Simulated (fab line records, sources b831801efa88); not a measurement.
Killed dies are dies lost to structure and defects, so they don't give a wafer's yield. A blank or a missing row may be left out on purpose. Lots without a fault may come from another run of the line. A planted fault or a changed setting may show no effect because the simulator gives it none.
Problem report in the 8D (eight disciplines) form, filled by code | flow sky130 | the parts of the form that need people (team, actions taken, sign-off) are left out

1. THE PROBLEM
dose_ions_cm2 at SKY_LDD_N_IMPLANT_09 reads a mean of 9.9e+13 on 6 wafers of 2 lots; wafers without a fault read 7.5e+13 with a standard deviation of 8.2e+10. That is +99 or more standard deviations from the usual mean.
First seen on wafer L311.1, day 21 23:27, on implanter-03. The record holds 33 wafers of 11 lots with a number at this step. Rule for "out", or "out of limits": more than 4 standard deviations from the usual mean. The other wafers with a number count as sound.

2. WHAT IT IS AND WHAT IT IS NOT
question                    | is                                | is not
which readings at this step | dose_ions_cm2, faraday_current_uA | -
which lots                  | L311, L313                        | L303, L305, L306, L314, L315, L318, L320, L321, L322
which wafers of those lots  | all that have a number            | -
read on which tools         | implanter-03                      | implanter-01, implanter-02
when                        | from day 21 23:27                 | up to then (9 sound wafers); but 18 sound wafers of L314, L315, L318, L320, L321, L322 came after

3. SUSPECTS, AND WHAT RULES EACH OUT
Counting: a tool at a process step up to the reading stays a suspect if it ran every lot that is out and no sound lot after the first of them.
- rie_diel-02 at SKY_FIELD_ISO_ETCH_14 (etches BARC in N2/H2, stops on SiO2, time 45.9 s, target depth 60 nm): ruled out as a lasting fault. Sound lots L320 ran on it after its first lot that is out, L311 (day 4 14:22).
- rie_diel-02 at SKY_FIELD_ISO_ETCH_15 (etches the open film in CHF3/O2, stops on Si, target depth 180 nm, time 72 s): ruled out as a lasting fault. Sound lots L320 ran on it after its first lot that is out, L311 (day 4 14:24).
- implanter-03 at SKY_LDD_N_IMPLANT_09: ruled out as a lasting fault. Sound lots L321 ran on it after its first lot that is out, L311 (day 21 23:27).
Left after counting: nothing in the record.

4. THE CAUSE (what the simulator had put in)
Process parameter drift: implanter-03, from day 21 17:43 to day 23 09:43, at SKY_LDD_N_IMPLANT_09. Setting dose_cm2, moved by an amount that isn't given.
Counting ruled it out, wrongly.

5. THE CHAIN OF EFFECTS, in route order
Each row: a reading whose mean over the struck wafers that have a number lies more than 3 standard deviations from the usual. Only readings for which the record gives a usual standard deviation are gone through. hours: the time from each lot's start at the first step in this table that gives one to its start at this step, as a median over the lots. sigmas: the change in usual standard deviations.
hours | step                 | reading                  | usual   | on struck wafers | change   | sigmas
0     | SKY_LDD_N_IMPLANT_09 | dose_ions_cm2            | 7.5e+13 | 9.9e+13          | +2.4e+13 | +99 or more
0     | SKY_LDD_N_IMPLANT_09 | faraday_current_uA       | 422     | 564              | +142     | +19
1     | SKY_LDD_N_STRIP_16   | strip_time_to_endpoint_s | 4.320 s | 4.393            | +0.072   | +4.5
The process steps in it:
- SKY_LDD_N_IMPLANT_09
- SKY_LDD_N_STRIP_16: strips in O2/N2.

6. WHAT WOULD HAVE CAUGHT IT SOONER
In this record the first reading out of limits was taken at day 21 23:27, 6 hours after the fault began at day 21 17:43.
